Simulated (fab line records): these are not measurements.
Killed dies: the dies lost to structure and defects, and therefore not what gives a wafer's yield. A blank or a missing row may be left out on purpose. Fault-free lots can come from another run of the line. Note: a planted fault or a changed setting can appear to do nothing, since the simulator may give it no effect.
Shared-tool check    flow gf180mcu    13 lots and 39 wafers in the sample

== WHAT PROMPTED THE OPENING ==
2 of 13 lots carry a flag on the reading VT_IMPLANT_2_TW at GF_VT_IMPLANT_TW_MEAS_21. No-fault wafers: 1221, standard deviation 8.2.
Rule: flag the lot when none of its wafers has a number, or when each of its wafers that has one lies beyond 4 standard deviations from that mean. As for the other lots, they are considered sound.

lot   measured      on             VT_IMPLANT_2_TW, wafer by wafer  flag
L605  day 6 08:32   film metro-04  1224 1221 1228                   
L606  day 6 13:54   film metro-02  1211 1217 1220                   
L607  day 6 18:37   film metro-04  1221 1221 1219                   
L608  day 7 02:35   film metro-04  1231 1230 1232                   
L614  day 8 18:05   film metro-01  1153 1156 1154                   FLAGGED
L615  day 8 22:58   film metro-02  1215 1208 1209                   
L618  day 9 19:11   film metro-01  1148 1145 1150                   FLAGGED
L619  day 10 00:54  film metro-02  1211 1209 1210                   
L620  day 10 07:38  film metro-04  1226 1219 1224                   
L623  day 11 01:19  film metro-02  1210 1205 1210                   
L624  day 11 08:41  film metro-04  1234 1229 1235                   
L625  day 11 16:24  film metro-01  1216 1216 1210                   
L628  day 12 10:04  film metro-02  1215 1212 1206                   
Average over the flagged lots: 1151; offset from the usual -70, equal to -9 standard deviations.

== EACH LOT AND THE TOOL IT RAN ON ==
2 process steps preceding the reading are held in the record, out of 602 steps in the route. In each cell: the tool, then ch and the chambers that the sampled wafers went through, then the start.
lot   flag     GF_STI_CMP_25                 GF_VT_IMPLANT_IMPLANT_19
L605           cmp-02 ch 1,3, day 2 03:53    implanter-01 ch 0, day 6 08:19
L606           cmp-01 ch 1,3, day 2 09:18    implanter-01 ch 0, day 6 13:37
L607           cmp-01 ch 1,2,3, day 2 13:57  implanter-02 ch 0, day 6 18:23
L608           cmp-02 ch 0,3, day 2 18:57    implanter-01 ch 0, day 7 02:20
L614  FLAGGED  cmp-01 ch 0,1,3, day 4 03:53  implanter-02 ch 0, day 8 17:52
L615           cmp-01 ch 2,3, day 4 07:41    implanter-04 ch 0, day 8 22:46
L618  FLAGGED  cmp-01 ch 0,1,2, day 4 22:56  implanter-02 ch 0, day 9 18:58
L619           cmp-02 ch 0,1,3, day 5 04:11  implanter-04 ch 0, day 10 00:39
L620           cmp-01 ch 1,2,3, day 5 08:11  implanter-01 ch 0, day 10 07:23
L623           cmp-02 ch 1,2, day 6 00:08    implanter-04 ch 0, day 11 01:06
L624           cmp-01 ch 1,3, day 6 07:50    implanter-01 ch 0, day 11 08:27
L625           cmp-02 ch 0,1, day 6 12:21    implanter-01 ch 0, day 11 16:09
L628           cmp-01 ch 1,2, day 7 03:55    implanter-02 ch 0, day 12 09:51
What these steps do:
- GF_STI_CMP_25: polishes, stops on Si3N4, t overpolish 33 s, target thk 524.6 nm.
- GF_VT_IMPLANT_IMPLANT_19
- GF_VT_IMPLANT_TW_MEAS_21

== FLAGGED AGAINST TOTAL, ONE TOOL AT A TIME (gauges that did the reading follow at the end) ==
step                      tool           lots run  flagged  share of the flagged lots  sound lots run after its first flagged lot
GF_STI_CMP_25             cmp-01         8         2        all                        4 (L615,L620,L624,L628)
GF_STI_CMP_25             cmp-02         5         0        none                       -
GF_VT_IMPLANT_IMPLANT_19  implanter-01   6         0        none                       -
GF_VT_IMPLANT_IMPLANT_19  implanter-02   4         2        all                        1 (L628)
GF_VT_IMPLANT_IMPLANT_19  implanter-04   3         0        none                       -
GF_VT_IMPLANT_TW_MEAS_21  film metro-01  3         2        all                        1 (L625)
GF_VT_IMPLANT_TW_MEAS_21  film metro-02  5         0        none                       -
GF_VT_IMPLANT_TW_MEAS_21  film metro-04  5         0        none                       -

== THE TABLE: WHAT IT ALLOWS ==
In the table, 3 rows ran each flagged lot (cmp-01 at GF_STI_CMP_25; implanter-02 at GF_VT_IMPLANT_IMPLANT_19; film metro-01 at GF_VT_IMPLANT_TW_MEAS_21).
- cmp-01 at GF_STI_CMP_25 ran 8 lots, 2 of them flagged. After the first flagged lot (L615, L620, L624, L628), sound lots still ran on it; a lasting fault on the whole tool would not permit that.
- implanter-02 at GF_VT_IMPLANT_IMPLANT_19 ran 4 lots, 2 of them flagged. After the first flagged lot (L628), sound lots still ran on it; a lasting fault on the whole tool would not permit that. Its own readings (dose ions cm2, faraday current uA) fall more than 4 standard deviations out on all wafers of the flagged lots.
- film metro-01 at GF_VT_IMPLANT_TW_MEAS_21 ran 3 lots, 2 of them flagged. After the first flagged lot (L625), sound lots still ran on it; a lasting fault on the whole tool would not permit that.
None of the table's rows ran every flagged lot and, after the first, no sound lot.

== WHAT WAS PUT IN BY THE SIMULATOR ==
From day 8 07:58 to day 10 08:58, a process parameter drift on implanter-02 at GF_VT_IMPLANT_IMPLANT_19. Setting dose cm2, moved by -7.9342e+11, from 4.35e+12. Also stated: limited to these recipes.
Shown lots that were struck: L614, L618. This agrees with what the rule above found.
